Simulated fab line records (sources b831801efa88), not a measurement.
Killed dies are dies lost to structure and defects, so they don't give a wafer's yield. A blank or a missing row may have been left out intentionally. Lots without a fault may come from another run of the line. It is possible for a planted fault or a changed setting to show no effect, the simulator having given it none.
fab line records    flow gf180mcu
record lots=11  wafers=33  last_day=34
route steps=602 shown STI@14 VT_IMPLANT@127
lots that met no fault: taken from a fault-free run of the same line
start_h: hours from the record's opening day to when the first of the lot's shown wafers began    wait_h: how many hours have passed since the lot's step before this one    " as in the row above    L1.1+2: a row that stands for several wafers    - no value present, or no start provided    * or withheld: withheld    < > ~ a bound
route shown NAME@n: NAME is a module with steps in the file, n the number in the route of the first one    usual: average and standard deviation across the fault-free wafers    same: alike in all rows    chamber/n: place in a boat    sites: each site's reading    _std_site: standard deviation of those values    _edge_site: the outer-site mean with the inner-site mean subtracted    radius_mm: for every site, how far away it sits from the centre of the wafer    mask NAME#n: copy n    behind: the last tool/chamber to shape the wafer    hold: the reason the lot was held/the length of the hold in hours/how it ended    device: the n, p or np transistor that did not switch    end of line: the same wafers' tests at the end of the route    a step with no rows: only its recipe    killed: dies that structure and defects cost at the first sort, which is not the same as the wafer's yield    map: shows each die of a wafer: x if killed, . if not, _ if none is there
set.NAME: the setting as run; set.NAME@STEP: as run at that earlier step    model.NAME: the simulator's own value behind a step, which no gauge read
the route's steps for a sample of lots (tables are steps, rows are wafers)
services: a tool's chamber out of use, with start hour (start_h, from the record's first day; less than 0 if before it), hours out, and reason
## steps
# step GF_STI_ETCH_13
# recipe chemistry=CHF3/O2  stop_on=Si  over_etch_frac=0.3  target_depth_a=2823.1  source_w=600  bias_w=200  pressure_mtorr=40  chf3_flow_sccm=50  O2_flow_sccm=5  time_s=112.9
# usual chamber_pressure_mTorr=40.00/0.04  drypump_motor_current_A=5.9/0.51  oes_product_au=0.833/0.006  throttle_valve_pct=8.810/0.0079
lot.wafer  tool         chamber  start_h  wait_h  chamber_pressure_mTorr  drypump_motor_current_A  oes_product_au  rf_hours_counter_h  throttle_valve_pct
L679.3     rie_diel-03  0        51.39    0.1     40.01                   5.8                      0.836           170                 8.807
L679.4     "            1        "        "       40.05                   6.0                      0.840           7                   8.814
L679.6     "            1        "        "       40.01                   6.0                      0.833           -                   8.814
L680.1     rie_diel-01  2        56.14    0.1     39.99                   6.4                      0.826           121                 8.813
L680.2     "            1        "        "       40.00                   6.1                      0.837           9                   8.804
L680.5     "            0        "        "       40.01                   5.6                      0.832           -                   8.817
L682.4     rie_diel-01  0        66.94    0.0     40.01                   5.5                      0.831           41                  8.809
L682.5     "            2        "        "       40.03                   6.4                      0.841           -                   8.814
L682.6     "            3        "        "       40.00                   5.5                      0.829           -                   8.822
L683.4     rie_diel-04  3        72.05    0.0     40.00                   6.5                      0.833           34                  8.800
L683.5     "            0        "        "       40.02                   6.1                      0.835           -                   8.806
L683.6     "            1        "        "       40.00                   5.5                      0.834           -                   8.810
L684.4     rie_diel-04  2        76.55    0.0     40.01                   5.0                      0.836           12                  8.808
L684.5     "            2        "        "       39.98                   5.0                      0.837           -                   8.809
L684.6     "            3        "        "       40.01                   6.5                      0.833           -                   8.804
L685.3     rie_diel-03  1        81.85    0.1     40.05                   6.0                      0.832           7                   8.814
L685.4     "            3        "        "       40.01                   5.5                      0.838           141                 8.804
L685.5     "            1        "        "       40.00                   5.9                      0.841           -                   8.817
L690.1     rie_diel-03  1        107.80   0.1     39.93                   5.9                      0.836           8                   8.805
L690.5     "            3        "        "       39.97                   5.5                      0.833           -                   8.813
L690.6     "            1        "        "       40.07                   6.0                      0.833           -                   8.804
L691.2     rie_diel-04  0        113.65   0.1     39.99                   6.1                      0.833           19                  8.813
L691.3     "            2        "        "       39.98                   5.1                      0.839           14                  8.817
L691.4     "            3        "        "       39.99                   6.5                      0.837           35                  8.816
L693.4     rie_diel-01  3        123.48   0.1     39.98                   5.5                      0.832           -                   8.794
L693.5     "            0        "        "       40.01                   5.6                      0.831           -                   8.819
L693.6     "            2        "        "       39.97                   6.4                      0.836           -                   8.807
L695.2     rie_diel-01  0        133.89   0.1     40.01                   5.5                      0.829           42                  8.812
L695.3     "            3        "        "       40.01                   5.5                      0.829           115                 8.804
L695.5     "            3        "        "       39.99                   5.5                      0.832           -                   8.801
L696.2     rie_diel-03  1        139.95   0.1     40.01                   6.0                      0.841           9                   8.799
L696.3     "            0        "        "       39.94                   5.7                      0.824           1                   8.805
L696.6     "            2        "        "       40.00                   6.8                      0.832           -                   8.807
# step GF_STI_ETCH_14
# recipe target=Si  chemistry=HBr/Cl2/O2  target_depth_nm=360  icp_w=600  bias_w=150  pressure_mtorr=15  HBr_flow_sccm=150  Cl2_flow_sccm=40  O2_flow_sccm=6  time_s=102.9
# usual chamber_pressure_mTorr=15.001/0.013  drypump_motor_current_A=5.83/0.24  oes_product_au=0.993/0.016  throttle_valve_pct=25.661/0.015
lot.wafer  tool       chamber  start_h  wait_h  chamber_pressure_mTorr  drypump_motor_current_A  oes_product_au  rf_hours_counter_h  throttle_valve_pct
L679.3     rie_si-02  3        51.47    0.0     14.991                  6.09                     1.006           61                  25.651
L679.4     "          1        "        "       14.997                  5.82                     0.993           -                   25.663
L679.6     "          3        "        "       14.995                  6.06                     1.021           -                   25.665
L680.1     rie_si-02  1        56.22    0.0     14.983                  5.84                     0.992           20                  25.666
L680.2     "          3        "        "       14.998                  6.11                     1.006           61                  25.662
L680.5     "          2        "        "       15.002                  5.61                     1.002           -                   25.651
L682.4     rie_si-02  2        67.06    0.1     14.996                  5.61                     1.002           -                   25.660
L682.5     "          1        "        "       15.012                  5.84                     0.994           -                   25.658
L682.6     "          3        "        "       14.987                  6.09                     1.012           -                   25.651
L683.4     rie_si-01  3        72.13    0.0     15.014                  5.91                     0.979           25                  25.672
L683.5     "          1        "        "       14.998                  5.35                     1.001           -                   25.652
L683.6     "          2        "        "       15.001                  6.02                     0.966           -                   25.681
L684.4     rie_si-01  0        76.63    0.0     14.998                  5.94                     0.988           2                   25.663
L684.5     "          1        "        "       15.014                  5.35                     1.007           -                   25.671
L684.6     "          2        "        "       15.015                  6.00                     0.969           -                   25.684
L685.3     rie_si-01  0        81.93    0.0     14.990                  5.96                     0.987           2                   25.678
L685.4     "          1        "        "       15.013                  5.34                     0.996           1                   25.653
L685.5     "          0        "        "       14.998                  5.97                     0.988           -                   25.679
L690.1     rie_si-01  2        107.88   0.0     15.001                  5.98                     0.959           4                   25.682
L690.5     "          3        "        "       15.021                  5.97                     0.994           -                   25.651
L690.6     "          0        "        "       14.993                  5.95                     0.993           -                   25.642
L691.2     rie_si-01  0        113.73   0.0     15.002                  5.95                     0.996           2                   25.669
L691.3     "          3        "        "       15.008                  5.98                     0.972           26                  25.669
L691.4     "          0        "        "       15.003                  5.97                     0.985           -                   25.660
L693.4     rie_si-01  0        123.56   0.0     15.003                  5.96                     0.986           -                   25.688
L693.5     "          3        "        "       14.990                  5.98                     0.988           -                   25.672
L693.6     "          2        "        "       14.989                  6.02                     0.955           -                   25.680
L695.2     rie_si-02  0        133.97   0.0     15.003                  5.44                     0.978           116                 25.655
L695.3     "          1        "        "       14.988                  5.83                     0.989           21                  25.658
L695.5     "          3        "        "       14.999                  6.08                     1.007           -                   25.652
L696.2     rie_si-02  3        140.03   0.0     15.023                  6.08                     1.013           62                  25.648
L696.3     "          2        "        "       15.008                  5.59                     1.009           110                 25.649
L696.6     "          3        "        "       15.019                  6.07                     1.016           -                   25.649
# step GF_VT_IMPLANT_EXPOSE_37
# recipe mask_id=Nwell_HV_AREA  target_cd_nm=860  na=0.6  source_shape=conventional  sigma_outer=0.6  dose_mj=140
# usual exposure_dose_mJ_cm2=139.98/0.13  reticle_temp_C=23.02/0.09
lot.wafer  tool              chamber  start_h  wait_h  mask             exposure_dose_mJ_cm2  reticle_temp_C
L679.3     iline_stepper-02  0        185.80   -       Nwell_HV_AREA#0  140.03                23.04
L679.4     "                 0        "        "       Nwell_HV_AREA#0  140.03                22.97
L679.6     "                 0        "        "       Nwell_HV_AREA#0  140.24                22.93
L680.1     iline_stepper-02  0        188.87   -       Nwell_HV_AREA#0  139.82                23.04
L680.2     "                 0        "        "       Nwell_HV_AREA#0  139.88                22.91
L680.5     "                 0        "        "       Nwell_HV_AREA#0  140.02                22.97
L682.4     iline_stepper-02  0        210.42   -       Nwell_HV_AREA#0  139.98                22.97
L682.5     "                 0        "        "       Nwell_HV_AREA#0  140.33                23.03
L682.6     "                 0        "        "       Nwell_HV_AREA#0  140.03                23.25
L683.4     iline_stepper-02  0        213.84   -       Nwell_HV_AREA#0  139.98                22.95
L683.5     "                 0        "        "       Nwell_HV_AREA#0  139.86                23.09
L683.6     "                 0        "        "       Nwell_HV_AREA#0  140.02                23.02
L684.4     iline_stepper-02  0        218.29   -       Nwell_HV_AREA#0  140.09                22.99
L684.5     "                 0        "        "       Nwell_HV_AREA#0  140.18                23.00
L684.6     "                 0        "        "       Nwell_HV_AREA#0  140.07                23.02
L685.3     iline_stepper-01  0        223.25   -       Nwell_HV_AREA#0  139.90                23.11
L685.4     "                 0        "        "       Nwell_HV_AREA#0  139.92                23.10
L685.5     "                 0        "        "       Nwell_HV_AREA#0  139.94                23.06
L690.1     iline_stepper-01  0        259.93   -       Nwell_HV_AREA#0  140.13                23.05
L690.5     "                 0        "        "       Nwell_HV_AREA#0  140.09                23.04
L690.6     "                 0        "        "       Nwell_HV_AREA#0  139.93                22.99
L691.2     iline_stepper-01  0        265.45   -       Nwell_HV_AREA#0  140.06                23.02
L691.3     "                 0        "        "       Nwell_HV_AREA#0  140.08                23.11
L691.4     "                 0        "        "       Nwell_HV_AREA#0  140.13                23.00
L693.4     iline_stepper-01  0        278.65   -       Nwell_HV_AREA#0  139.95                23.08
L693.5     "                 0        "        "       Nwell_HV_AREA#0  140.02                23.20
L693.6     "                 0        "        "       Nwell_HV_AREA#0  140.18                23.10
L695.2     iline_stepper-01  0        292.40   -       Nwell_HV_AREA#0  139.96                23.12
L695.3     "                 0        "        "       Nwell_HV_AREA#0  140.03                23.00
L695.5     "                 0        "        "       Nwell_HV_AREA#0  139.98                22.89
L696.2     iline_stepper-01  0        299.25   -       Nwell_HV_AREA#0  140.23                22.86
L696.3     "                 0        "        "       Nwell_HV_AREA#0  139.92                23.03
L696.6     "                 0        "        "       Nwell_HV_AREA#0  140.08                22.88
# step GF_VT_IMPLANT_OVL_MEAS_40
# usual VT_IMPLANT_03_OVL=0.0/1.5
lot.wafer  tool        chamber  start_h  wait_h  VT_IMPLANT_03_OVL[nm]
L679.3     overlay-01  -        194.10   0.1     -1.9
L679.4     "           -        "        "       -0.3
L679.6     "           -        "        "       -0.4
L680.1     overlay-01  -        196.38   0.1     -0.4
L680.2     "           -        "        "       -0.7
L680.5     "           -        "        "       0.7
L682.4     overlay-01  -        218.95   0.1     -0.9
L682.5     "           -        "        "       -2.9
L682.6     "           -        "        "       -1.1
L683.4     overlay-01  -        222.15   0.1     140.8
L683.5     "           -        "        "       139.3
L683.6     "           -        "        "       140.6
L684.4     overlay-02  -        227.10   0.1     139.1
L684.5     "           -        "        "       141.4
L684.6     "           -        "        "       139.1
L685.3     overlay-02  -        232.09   0.1     3.2
L685.4     "           -        "        "       0.5
L685.5     "           -        "        "       1.2
L690.1     overlay-02  -        268.92   0.1     0.3
L690.5     "           -        "        "       -0.9
L690.6     "           -        "        "       -0.8
L691.2     overlay-01  -        274.69   0.1     1.5
L691.3     "           -        "        "       1.0
L691.4     "           -        "        "       0.3
L693.4     overlay-01  -        288.40   0.1     1.1
L693.5     "           -        "        "       0.5
L693.6     "           -        "        "       -0.2
L695.2     overlay-01  -        302.27   0.1     1.1
L695.3     "           -        "        "       1.6
L695.5     "           -        "        "       3.1
L696.2     overlay-01  -        309.42   0.1     3.0
L696.3     "           -        "        "       2.6
L696.6     "           -        "        "       1.5
# step GF_VT_IMPLANT_RTA_45
# recipe temp_c=1050  time_s=30  ambient=N2
# usual anneal_temp_c_max=1057.1/1.6  lamp_power_pct=33.9/2.7  wafer_temp_C_max=1055.3/1.9
lot.wafer  tool           chamber  start_h  wait_h  anneal_temp_c_max  lamp_power_pct  wafer_temp_C_max
L679.3     rtp_anneal-01  0        194.52   0.0     1058.8             35.9            1053.4
L679.4     "              0        "        "       1056.5             36.0            1054.2
L679.6     "              0        "        "       1057.0             36.0            1054.4
L680.1     rtp_anneal-01  0        196.78   0.0     1056.9             36.0            1053.9
L680.2     "              0        "        "       1058.3             35.9            1054.5
L680.5     "              0        "        "       1060.0             36.0            1053.4
L682.4     rtp_anneal-02  0        219.38   0.1     1055.6             30.3            1056.7
L682.5     "              0        "        "       1057.1             30.3            1058.8
L682.6     "              0        "        "       1057.9             30.4            1056.5
L683.4     rtp_anneal-01  0        222.58   0.1     1057.8             36.0            1054.7
L683.5     "              0        "        "       1058.4             36.0            1054.1
L683.6     "              0        "        "       1059.4             36.0            1053.6
L684.4     rtp_anneal-01  0        227.53   0.1     1059.1             36.0            1053.5
L684.5     "              0        "        "       1058.7             36.0            1053.2
L684.6     "              0        "        "       1056.8             36.0            1054.2
L685.3     rtp_anneal-01  0        232.52   0.0     1061.8             36.0            1055.2
L685.4     "              0        "        "       1058.4             36.0            1054.7
L685.5     "              0        "        "       1058.3             36.0            1055.7
L690.1     rtp_anneal-01  0        269.31   0.0     1055.6             35.9            1053.9
L690.5     "              0        "        "       1056.0             36.0            1053.6
L690.6     "              0        "        "       1058.2             36.0            1054.3
L691.2     rtp_anneal-02  0        275.09   0.0     1055.6             30.3            1054.7
L691.3     "              0        "        "       1055.8             30.4            1056.5
L691.4     "              0        "        "       1055.5             30.4            1057.0
L693.4     rtp_anneal-02  0        288.83   0.1     1056.1             30.4            1058.1
L693.5     "              0        "        "       1056.6             30.4            1057.0
L693.6     "              0        "        "       1056.2             30.4            1056.3
L695.2     rtp_anneal-02  0        302.68   0.0     1055.1             30.4            1056.7
L695.3     "              0        "        "       1056.3             30.4            1055.2
L695.5     "              0        "        "       1056.3             30.4            1057.4
L696.2     rtp_anneal-01  0        309.83   0.0     1057.1             36.0            1054.3
L696.3     "              0        "        "       1058.1             36.0            1053.7
L696.6     "              0        "        "       1057.6             36.0            1055.0
## services
tool              chamber  start_h  hours  kind
rie_diel-01       1        40.14    5.2    repair
rie_si-01         0        48.99    4.5    repair
rie_diel-01       -        56.22    4.3    pm
rie_si-02         1        64.68    0.9    repair
rie_diel-01       0        72.97    4.3    repair
rie_diel-03       0        82.87    4.4    repair
rie_si-01         2        89.34    15.8   repair
rie_si-02         0        91.74    10.6   repair
iline_stepper-01  -        91.93    1.7    pm
rie_diel-01       2        94.91    1.5    repair
rie_si-01         1        103.84   29.4   repair
iline_stepper-01  -        112.73   4.4    pm
rie_diel-01       1        117.60   12.6   repair
rie_diel-03       0        146.58   8.5    repair
rie_diel-01       0        154.57   7.1    repair
rie_diel-03       3        187.04   3.9    repair
iline_stepper-02  -        197.88   1.7    pm
rie_diel-01       2        198.67   4.6    repair
rie_si-01         0        212.03   2.1    repair
rie_si-01         2        221.15   8.2    repair
rie_diel-01       3        236.27   18.9   repair
rie_diel-01       1        250.35   5.0    repair
iline_stepper-01  -        256.66   2.1    pm
rie_si-01         3        256.92   2.4    repair
## key
first_sign step=GF_VT_IMPLANT_OVL_MEAS_40  reading=VT_IMPLANT_03_OVL  direction=up  sigmas=92  usual=0.0  struck=140.0
effect none on later readings
met_at GF_VT_IMPLANT_EXPOSE_37
struck_lots L683,L684
tester_left_out L683,L684
not_acting_at GF_STI_ETCH_13,GF_STI_ETCH_14,GF_VT_IMPLANT_RTA_45
onset_between 210.42 213.84
fault kind=scanner_matching_overlay  tool=iline_stepper-02  chamber=-  onset_h=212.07  steps=GF_VT_IMPLANT_EXPOSE_37  offset=141.29
# tester_left_out: of these lots the tester's yield and bins aren't shown, on N5 and GAA mostly nor the transistor test; their killed dies are dies lost to structure and defects alone, not to doping, threshold or leakage, so they don't give the yield
